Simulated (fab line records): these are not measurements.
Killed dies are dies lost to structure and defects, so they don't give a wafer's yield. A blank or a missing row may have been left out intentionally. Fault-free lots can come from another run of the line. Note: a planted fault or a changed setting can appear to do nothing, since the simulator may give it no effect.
Comparing a struck lot with a sound one + flow sky130 + 37 out of 708 route steps
Sound: these wafers, L951.1, L951.3, L951.6. The struck wafers were L960.2, L960.5, L960.6. The cause comes at the end.
Each step with rows lists, per side, the tool, then ch with its chambers, then its first start. Under that, the readings that differ: sound wafers + struck wafers + difference of the means + sigmas: that difference in standard deviations of wafers without a fault.
alike: words and numbers the same on both sides, and readings whose means are apart by under 2 such deviations; not compared: readings that were withheld, readings missing a value for some wafer, numbers with overlapping values and no deviation given by the record, and bounds like >300 which may hide the same value.
The two part at a step that has a row with sigmas, a row that says differs or no value, or rows on one side only. Numbers that don't overlap but have no deviation are shown without sigmas and don't part them. A reading that every wafer of one side lacks parts them only if that side has two wafers or more.

first, 10 steps without rows for these wafers: SKY_LDD_LDN_SOFTBAKE_03 (time 60 s); SKY_LDD_LDN_EXPOSE_04 (exposes mask LDNTM, target cd 700 nm); SKY_LDD_LDN_PEB_05; SKY_LDD_LDN_DEVELOP_06 (develop time 60 s); SKY_LDD_LDN_IMPLANT_08; SKY_LDD_LDN_IMPLANT_09; SKY_LDD_LDN_IMPLANT_10; SKY_LDD_LDN_IMPLANT_11; SKY_LDD_LDN_STRIP_12 (strips in O2/N2); SKY_LDD_LDN_CLEAN_14 (cleans in SC1/SC2, time 150 s).
SKY_SPACER_CVD_00: deposits Si3N4 from DCS/NH3, target thk 43.1 nm, time 740 s.
  sound on lpcvd-02 ch 1, day 26 02:22; struck on lpcvd-02 ch 1, day 29 05:26
| reading                                  | sound             | struck            | difference | sigmas |
|------------------------------------------|-------------------|-------------------|------------|--------|
| spike_tc_bottom_C (C)                    | 788.2 789.0 788.9 | 795.7 796.1 795.5 | +7.1       | +3     |
| spike_tc_centre_C (C)                    | 769.6 769.7 769.6 | 775.2 776.9 777.8 | +7.0       | +6     |
| spike_tc_lower_C (C)                     | 768.7 769.2 769.5 | 776.4 776.3 776.5 | +7.3       | +6     |
| spike_tc_top_C (C)                       | 781 781 781       | 789 788 789       | +8         | +2     |
| spike_tc_upper_C (C)                     | 770.0 769.8 770.5 | 777.5 776.5 777.6 | +7.1       | +7     |
| susceptor_temp_C (C)                     | 770.2 770.4 770.2 | 777.4 777.5 777.6 | +7.2       | +23    |
| model.Si3N4_of_SPACER_CVD_00.thk_nm (nm) | 42.58 42.6 42.94  | 49.59 49.81 49.45 | +6.91      |        |
  alike: zone_power_lower_pct
SKY_SPACER_THK_MEAS_01:
  sound on film_metro-02 at day 26 03:35; struck on film_metro-02 at day 29 06:39
| reading                | sound          | struck         | difference | sigmas |
|------------------------|----------------|----------------|------------|--------|
| SPACER_CVD_00_THK (nm) | 42.6 42.6 42.9 | 49.6 49.8 49.5 | +6.9       | +20    |
SKY_SPACER_ETCHBACK_02: etches Si3N4 in CH3F/O2, stops on SiO2, time 46.7 s, target depth 45 nm.
  sound on rie_diel-01 ch 1,2, day 26 03:38; struck on rie_diel-01 ch 0,3, day 29 06:42
| reading                  | sound             | struck            | difference | sigmas |
|--------------------------|-------------------|-------------------|------------|--------|
| oes_product_au (a.u.)    | 0.850 0.848 0.859 | 0.924 0.930 0.926 | +0.074     | +13    |
| model.etch.depth_nm (nm) | 42.58 42.6 42.94  | 49.59 49.81 49.45 | +6.91      |        |
  alike: O2_flow_sccm, drypump_motor_current_A, throttle_valve_pct
  not compared: rf_hours_counter_h
then, 22 steps without rows for these wafers: SKY_POLY_CUT_DEHYDRATE_00 (time 60 s); SKY_POLY_CUT_HMDS_01 (prime time 60 s); SKY_POLY_CUT_COAT_02 (resist thk 60 nm); SKY_POLY_CUT_COAT_03 (resist thk 450 nm); SKY_POLY_CUT_SOFTBAKE_04 (time 90 s); SKY_POLY_CUT_EXPOSE_05 (exposes mask NPCM, target cd 270 nm); SKY_POLY_CUT_PEB_06; SKY_POLY_CUT_DEVELOP_07 (develop time 60 s); SKY_POLY_CUT_ETCH_10 (etches BARC in N2/H2, stops on SiO2, time 45.9 s, target depth 60 nm); SKY_POLY_CUT_ETCH_11 (etches Si3N4 in CF4/CH2F2/Ar, stops on poly-Si, time 42.5 s, target depth 60 nm); SKY_POLY_CUT_STRIP_12 (strips in O2/N2); SKY_SD_P_DEHYDRATE_00 (time 60 s); SKY_SD_P_HMDS_01 (prime time 60 s); SKY_SD_P_COAT_02 (resist thk 1140 nm); SKY_SD_P_SOFTBAKE_03 (time 60 s); SKY_SD_P_EXPOSE_04 (exposes mask PSDM, target cd 380 nm); SKY_SD_P_PEB_05; SKY_SD_P_DEVELOP_06 (develop time 60 s); SKY_SD_P_IMPLANT_09; SKY_SD_P_STRIP_10 (strips in O2/N2); SKY_RES_XHIGH_DEHYDRATE_00 (time 60 s); SKY_RES_XHIGH_HMDS_01 (prime time 60 s).
-- the record jumps here: 5 days lie between the struck wafers' starts before and after (it left off in module RES_XHIGH and takes up again in module SALICIDE, whose first step shown is number 361 of the route) --
SKY_SALICIDE_CLEAN_00: cleans in HF-last, time 30 s.
  sound on wet_bench-02 ch 3, day 30 22:35; struck on wet_bench-01 ch 1, day 33 21:59
| reading                                  | sound            | struck            | difference | sigmas |
|------------------------------------------|------------------|-------------------|------------|--------|
| model.Si3N4_of_SPACER_CVD_00.thk_nm (nm) | 41.6 41.62 41.95 | 48.61 48.83 48.48 | +6.92      |        |
-- the record jumps here: 16 days lie between the struck wafers' starts before and after (it left off in module SALICIDE and takes up again in module PAD_OPEN, whose first step shown is number 708 of the route) --
SKY_PAD_OPEN_PROBE_99:
  sound on prober-01 at day 47 22:51; struck on prober-02 at day 49 20:52
| reading                                 | sound             | struck            | difference | sigmas |
|-----------------------------------------|-------------------|-------------------|------------|--------|
| model.etest.pfet_01v8.r_on_ohm_um       | 2918 2900 2914    | 3006 3009 2986    | +90        |        |
| model.etest.sonos_uncharged.r_on_ohm_um | 797.5 793.2 803.5 | 837.6 828.5 833.2 | +35.0      |        |
| model.etest.pfet_01v8.drive_ua_um       | 190 194.4 193.4   | 188.5 186.8 188.1 | -4.8       |        |
| model.etest.sram_pfet_latch.drive_ua_um | 140.9 140.8 141.2 | 139.3 136.4 140.5 | -2.2       |        |
  alike: killed_at_M0_to_M3, killed_at_M4_up, killed_at_contacts, killed_at_front_end, killed_at_other, killed_dies, killed_open, killed_short
  not compared: model.etest.nfet_g5v0d10v5.r_on_ohm_um, model.etest.pfet_01v8_hvt.drive_ua_um, model.etest.ring_1v8.delay_ps, model.etest.pfet_01v8.off_log10_a_um

WHERE THEY PART
At SKY_SPACER_CVD_00 first; at SKY_SPACER_ETCHBACK_02 last (within this record only). Later steps at which nothing parts them and some readings are alike: SKY_PAD_OPEN_PROBE_99.

WHY: what had been put in by the simulator
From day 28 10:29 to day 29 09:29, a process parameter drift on lpcvd-02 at SKY_SPACER_CVD_00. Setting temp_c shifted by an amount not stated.
